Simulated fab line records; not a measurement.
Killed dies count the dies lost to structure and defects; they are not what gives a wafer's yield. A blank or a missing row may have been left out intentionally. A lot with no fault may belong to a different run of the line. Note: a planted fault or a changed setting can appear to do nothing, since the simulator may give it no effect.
fab line records	flow sky130
record: lots: 13	wafers: 39	last_day: 50
route steps=708 shown LI_CONTACT@383 METAL5@662 PASSIVATION@693 PAD_OPEN@708
lots untouched by any fault: they come from a run of this same line in which no faults occurred
start_h: hours from the record's first day to the start of the lot's first wafer shown	wait_h: time in hours since the lot's previous step	" as in the row above	L1.1+2: a row that stands for several wafers	- value missing, or start not given	* or withheld: withheld	< > ~ a bound
route shown NAME@n: a module of which the file shows steps, and the number in the route of the first	usual: the fault-free wafers' mean and standard deviation	same: alike in all rows	chamber/n: place in a boat	sites: each site's reading	_std_site: the values' standard deviation	_edge_site: the outer-site mean with the inner-site mean subtracted	radius_mm: for every site, how far away it sits from the centre of the wafer	mask NAME#n: copy n	behind: tool/chamber where the wafer was last shaped	hold: reason for holding the lot/hours on hold/outcome of the hold	device: the transistor (n, p or np) that didn't switch	end of line: tests run on the same wafers once the route is complete	a step with no rows: only its recipe	killed: dies lost to structure and defects at the first sort, not the wafer's yield	map: a wafer's dies, x killed, . not, _ none there
set.NAME: the setting that was run; set.NAME@STEP: the one run at that earlier step	model.NAME: the simulator's own value behind a step, which no gauge read
the route's steps for a sample of lots (tables are steps, rows are wafers)
services: when a tool's chamber went out of use (start_h, in hours from the record's first day, below 0 if earlier), for how many hours, and the reason
== steps ==
step: SKY_LI_CONTACT_CVD_21
recipe: material: W	target_thk_nm: 400	time_s: 120.56	temp_c: 400	pressure_torr: 40
usual: heater_power_w: 882/180
lot.wafer	tool	chamber	start_h	wait_h	heater_power_w
L241.1	cvd_w-02	0	674.43	0.0	842
L241.2	"	1	"	"	767
L241.5	"	0	"	"	835
L243.1	cvd_w-02	0	690.13	0.0	826
L243.5	"	1	"	"	801
L243.6	"	0	"	"	835
L244.1	cvd_w-02	1	693.99	0.0	764
L244.2	"	0	"	"	809
L244.5	"	0	"	"	831
L247.1	cvd_w-02	1	741.36	0.0	773
L247.3	"	0	"	"	821
L247.5	"	1	"	"	798
L246.1	cvd_w-01	1	744.01	0.0	1157
L246.2	"	0	"	"	717
L246.6	"	0	"	"	699
L249.1	cvd_w-01	0	754.28	0.0	712
L249.3	"	1	"	"	1183
L249.6	"	1	"	"	1177
L251.2	cvd_w-02	1	762.96	0.0	786
L251.3	"	0	"	"	802
L251.6	"	1	"	"	789
L253.1	cvd_w-02	0	781.74	0.0	823
L253.3	"	1	"	"	764
L253.5	"	1	"	"	803
L255.1	cvd_w-02	0	793.46	0.0	838
L255.2	"	1	"	"	790
L255.5	"	0	"	"	841
L258.2	cvd_w-01	1	815.54	0.0	1201
L258.4	"	1	"	"	1166
L258.6	"	0	"	"	682
L260.3	cvd_w-01	1	827.22	0.1	1166
L260.4	"	0	"	"	710
L260.5	"	1	"	"	1168
L262.1	cvd_w-01	0	839.83	0.0	701
L262.4	"	0	"	"	701
L262.5	"	0	"	"	698
L264.3	cvd_w-02	0	851.90	0.1	816
L264.4	"	1	"	"	769
L264.6	"	0	"	"	851
step: SKY_METAL5_SPUTTER_01
recipe: material: TiN	target_thk_nm: 20	power_w: 6500	time_s: 16.7	chamber_pressure_pa: 0.4
usual: throttle_valve_pct: 30.3/0.8
lot.wafer	tool	chamber	start_h	wait_h	throttle_valve_pct
L241.1	pvd_sputter-01	-	999.93	0.0	31.7
L241.2	"	-	"	"	30.5
L241.5	"	-	"	"	29.0
L243.1	pvd_sputter-02	-	1012.93	0.0	29.6
L243.5	"	-	"	"	29.6
L243.6	"	-	"	"	30.1
L244.1	pvd_sputter-04	-	1018.21	0.0	30.8
L244.2	"	-	"	"	29.7
L244.5	"	-	"	"	31.0
L247.1	pvd_sputter-01	-	1063.57	0.0	29.0
L247.3	"	-	"	"	31.7
L247.5	"	-	"	"	31.5
L246.1	pvd_sputter-02	-	1064.63	0.0	29.6
L246.2	"	-	"	"	29.8
L246.6	"	-	"	"	29.7
L249.1	pvd_sputter-02	-	1068.32	0.0	29.6
L249.3	"	-	"	"	29.2
L249.6	"	-	"	"	29.6
L251.2	pvd_sputter-02	-	1072.03	0.0	30.1
L251.3	"	-	"	"	29.4
L251.6	"	-	"	"	30.0
L253.1	pvd_sputter-01	-	1090.12	0.0	28.9
L253.3	"	-	"	"	31.7
L253.5	"	-	"	"	31.8
L255.1	pvd_sputter-02	-	1095.46	0.0	29.1
L255.2	"	-	"	"	29.6
L255.5	"	-	"	"	29.4
L258.2	pvd_sputter-04	-	1128.07	0.0	31.0
L258.4	"	-	"	"	29.7
L258.6	"	-	"	"	30.8
L260.3	pvd_sputter-02	-	1130.66	0.0	29.8
L260.4	"	-	"	"	29.5
L260.5	"	-	"	"	31.1
L262.1	pvd_sputter-01	-	1135.14	0.0	30.5
L262.4	"	-	"	"	31.7
L262.5	"	-	"	"	30.6
L264.3	pvd_sputter-01	-	1140.03	0.0	31.5
L264.4	"	-	"	"	30.7
L264.6	"	-	"	"	31.7
step: SKY_METAL5_RS_MEAS_05
recipe: thk_meas_gauge: four-point-probe	reads: TiN_of_METAL5_SPUTTER_04+Ti_of_METAL5_SPUTTER_03+AlCu_of_METAL5_SPUTTER_02+TiN_of_METAL5_SPUTTER_01+Ti_of_METAL5_SPUTTER_00
usual: METAL5_ALCU_RS: 0.02695/0.00021
lot.wafer	tool	chamber	start_h	wait_h	METAL5_ALCU_RS[ohm/sq]
L241.1	film_metro-03	-	1000.07	0.0	0.02728
L241.2	"	-	"	"	0.0266
L241.5	"	-	"	"	0.02668
L243.1	film_metro-03	-	1013.07	0.0	0.02707
L243.5	"	-	"	"	0.02688
L243.6	"	-	"	"	0.02686
L244.1	film_metro-03	-	1018.37	0.0	0.02669
L244.2	"	-	"	"	0.02674
L244.5	"	-	"	"	0.02669
L247.1	film_metro-02	-	1063.71	0.0	0.02685
L247.3	"	-	"	"	0.0271
L247.5	"	-	"	"	0.02682
L246.1	film_metro-03	-	1064.77	0.0	0.02713
L246.2	"	-	"	"	0.02726
L246.6	"	-	"	"	0.02746
L249.1	film_metro-03	-	1068.46	0.0	0.02711
L249.3	"	-	"	"	0.02696
L249.6	"	-	"	"	0.02704
L251.2	film_metro-02	-	1072.19	0.0	0.02662
L251.3	"	-	"	"	0.0267
L251.6	"	-	"	"	0.02662
L253.1	film_metro-04	-	1090.30	0.1	0.02699
L253.3	"	-	"	"	0.02719
L253.5	"	-	"	"	0.02699
L255.1	film_metro-02	-	1095.61	0.0	0.02732
L255.2	"	-	"	"	0.0271
L255.5	"	-	"	"	0.02713
L258.2	film_metro-03	-	1128.23	0.0	0.02688
L258.4	"	-	"	"	0.02668
L258.6	"	-	"	"	0.02669
L260.3	film_metro-04	-	1130.84	0.1	0.02666
L260.4	"	-	"	"	0.02676
L260.5	"	-	"	"	0.02668
L262.1	film_metro-04	-	1135.28	0.0	0.02704
L262.4	"	-	"	"	0.0272
L262.5	"	-	"	"	0.02708
L264.3	film_metro-03	-	1140.21	0.1	0.0269
L264.4	"	-	"	"	0.02693
L264.6	"	-	"	"	0.02719
step: SKY_PASSIVATION_STRIP_12
recipe: chemistry: O2/N2	power_w: 1400	pressure_mtorr: 1500	platen_temp_c: withheld	overash_fraction: 0.7	o2_flow_sccm: 3000	n2_flow_sccm: 300
usual: drypump_motor_current_A: 5.7/0.4	oes_product_au: 0.661/0.005	strip_time_to_endpoint_s: 31.53/0.13
lot.wafer	tool	chamber	start_h	wait_h	drypump_motor_current_A	oes_product_au	rf_hours_counter_h	strip_time_to_endpoint_s
L241.1	plasma_asher-03	0	1045.80	0.1	4.9	0.657	121	31.78
L241.2	"	1	"	"	6.0	0.673	121	31.65
L241.5	"	1	"	"	6.1	0.663	-	31.62
L243.1	plasma_asher-01	1	1058.22	0.1	5.9	0.652	32	31.61
L243.5	"	1	"	"	6.0	0.662	-	31.47
L243.6	"	0	"	"	5.3	0.669	-	31.72
L244.1	plasma_asher-03	0	1064.35	0.1	4.8	0.661	0	31.71
L244.2	"	1	"	"	6.1	0.670	0	31.69
L244.5	"	0	"	"	4.8	0.666	-	31.53
L247.1	plasma_asher-02	0	1105.75	0.1	5.8	0.666	66	31.48
L247.3	"	1	"	"	5.9	0.666	-	31.43
L247.5	"	1	"	"	5.9	0.668	-	31.47
L246.1	plasma_asher-01	1	1106.95	0.1	6.0	0.663	37	31.39
L246.2	"	0	"	"	5.3	0.663	37	31.49
L246.6	"	0	"	"	5.3	0.661	-	31.47
L249.1	plasma_asher-02	0	1110.52	0.1	5.8	0.656	66	31.46
L249.3	"	0	"	"	5.8	0.655	-	31.42
L249.6	"	0	"	"	5.8	0.663	-	31.27
L251.2	plasma_asher-03	0	1114.02	0.1	4.9	0.666	5	31.58
L251.3	"	1	"	"	6.1	0.658	-	31.38
L251.6	"	0	"	"	4.9	0.654	-	31.50
L253.1	plasma_asher-01	1	1133.10	0.1	5.9	0.649	40	31.49
L253.3	"	1	"	"	5.9	0.667	-	31.52
L253.5	"	1	"	"	5.9	0.666	-	31.50
L255.1	plasma_asher-03	0	1136.75	0.1	4.8	0.663	7	31.56
L255.2	"	1	"	"	6.1	0.665	7	31.57
L255.5	"	0	"	"	4.9	0.661	-	31.63
L258.2	plasma_asher-03	0	1164.30	0.1	4.9	0.661	10	31.39
L258.4	"	1	"	"	6.1	0.662	-	31.47
L258.6	"	1	"	"	6.1	0.660	-	31.55
L260.3	plasma_asher-02	1	1167.68	0.1	5.9	0.652	-	31.36
L260.4	"	0	"	"	5.8	0.660	-	31.42
L260.5	"	1	"	"	5.9	0.666	-	31.38
L262.1	plasma_asher-01	1	1172.00	0.1	6.0	0.658	44	31.43
L262.4	"	1	"	"	5.9	0.659	-	31.31
L262.5	"	0	"	"	5.3	0.662	-	31.38
L264.3	plasma_asher-02	1	1177.68	0.1	5.9	0.658	-	31.61
L264.4	"	0	"	"	5.8	0.667	-	31.68
L264.6	"	1	"	"	5.9	0.664	-	31.75
step: SKY_PAD_OPEN_PROBE_99
usual: killed_at_M0_to_M3: 44/6	killed_at_M4_up: 3.3/2.1	killed_at_contacts: 25/5.5	killed_at_front_end: 15/4.3	killed_at_other: 0.2/0.41	killed_dies: 88/9.1	killed_open: 48/6.6	killed_short: 39/6.7
same: gross_dies: 492	killed_at_back_side: 0
lot.wafer	tool	chamber	start_h	wait_h	killed_at_M0_to_M3	killed_at_M4_up	killed_at_contacts	killed_at_front_end	killed_at_other	killed_dies	killed_open	killed_short
L253.1	prober-02	-	1153.32	0.1	40	1	75	9	0	125	38	32
L253.3	prober-02	-	1153.42	0.2	53	6	63	10	0	132	50	39
L253.5	prober-02	-	1153.52	0.2	40	4	61	22	0	127	46	37
L255.1	prober-02	-	1157.07	0.1	43	3	67	7	0	120	40	27
L255.2	prober-02	-	1157.12	0.1	33	2	57	17	0	109	39	29
L255.5	prober-02	-	1157.27	0.2	43	1	79	15	0	138	57	30
killed by level:class
L253.1 LI_CONTACT:unspecified=55 CONTACT:geometric_particle:open=9 VIA1:geometric_particle:open=8 VIA1:geometric_particle:short=8 VIA3:geometric_particle:open=7 METAL2:geometric_particle:short=5 LI_CONTACT:geometric_particle:short=4 METAL2:geometric_particle:open=4
L253.3 LI_CONTACT:unspecified=43 VIA2:geometric_particle:open=11 VIA1:geometric_particle:open=11 CONTACT:geometric_particle:open=8 METAL2:geometric_particle:short=7 METAL1:geometric_particle:short=6 POLY_GATE:geometric_particle:open=5 LI_CONTACT:geometric_particle:open=5
L253.5 LI_CONTACT:unspecified=44 VIA2:geometric_particle:open=9 FIELD_ISO:geometric_particle:short=7 CONTACT:geometric_particle:open=7 VIA1:geometric_particle:open=6 LI_CONTACT:geometric_particle:open=6 FIELD_ISO:geometric_particle:open=5 POLY_GATE:geometric_particle:short=5
L255.1 LI_CONTACT:unspecified=52 VIA3:geometric_particle:open=10 VIA1:geometric_particle:open=9 METAL1:geometric_particle:short=7 CONTACT:geometric_particle:open=6 POLY_GATE:geometric_particle:open=3 LI_CONTACT:geometric_particle:open=3 CONTACT:geometric_particle:short=3
L255.2 LI_CONTACT:unspecified=40 VIA2:geometric_particle:open=7 CONTACT:geometric_particle:open=6 LI_CONTACT:geometric_particle:open=6 METAL2:geometric_particle:short=6 FIELD_ISO:geometric_particle:open=5 VIA1:geometric_particle:open=5 FIELD_ISO:geometric_particle:short=3
L255.5 LI_CONTACT:unspecified=49 CONTACT:geometric_particle:open=19 VIA1:geometric_particle:open=12 VIA3:geometric_particle:open=6 VIA2:geometric_particle:short=5 LI_CONTACT:geometric_particle:open=5 VIA1:geometric_particle:short=5 POLY_GATE:geometric_particle:open=4
== services ==
tool	chamber	start_h	hours	kind
pvd_sputter-02	-	674.61	6.4	repair
cvd_w-01	0	689.52	2.9	repair
plasma_asher-03	-	740.91	4.3	pm
cvd_w-01	0	761.04	7.4	repair
plasma_asher-03	-	790.82	15.6	pm
pvd_sputter-02	-	832.51	12.7	repair
pvd_sputter-01	-	845.03	0.9	repair
pvd_sputter-01	-	860.96	2.1	repair
cvd_w-02	1	861.99	4.1	repair
cvd_w-01	-	871.17	0.2	repair
cvd_w-01	-	904.00	14.0	pm
pvd_sputter-01	-	909.97	1.9	repair
cvd_w-02	-	925.31	28.1	pm
pvd_sputter-02	-	926.81	3.3	repair
cvd_w-02	-	954.32	2.7	repair
cvd_w-02	-	957.02	0.4	repair
plasma_asher-03	-	1021.19	6.6	repair
pvd_sputter-01	-	1044.90	6.3	repair
pvd_sputter-02	-	1048.85	1.9	repair
plasma_asher-03	-	1055.25	9.0	pm
pvd_sputter-02	-	1110.32	2.6	repair
cvd_w-02	0	1156.24	7.1	repair
cvd_w-02	0	1164.91	29.9	repair
cvd_w-02	-	1171.55	0.7	repair
== key ==
first_sign: step: SKY_PAD_OPEN_PROBE_99	reading: killed_at_contacts	direction: up	sigmas: 7.6	usual: 25	struck: 67
effect: step: SKY_PAD_OPEN_PROBE_99	reading: killed_dies	direction: up	sigmas: 4.1	usual: 88	struck: 125
met_at SKY_LI_CONTACT_CVD_21
struck_lots L253,L255
tester_left_out L253,L255
not_acting_at SKY_METAL5_SPUTTER_01,SKY_METAL5_RS_MEAS_05,SKY_PASSIVATION_STRIP_12
onset_between 762.96 781.74
fault: kind: chamber_particle_source	tool: cvd_w-02	chamber: -	onset_h: 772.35	steps: SKY_LI_CONTACT_CVD_21	rate_per_visit_cm2: 1.0125	end_h: 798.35
tester_left_out: of these lots the tester's yield and bins aren't shown, on N5 and GAA mostly nor the transistor test; their killed dies are dies lost to structure and defects alone, not to doping, threshold or leakage, so they don't give the yield
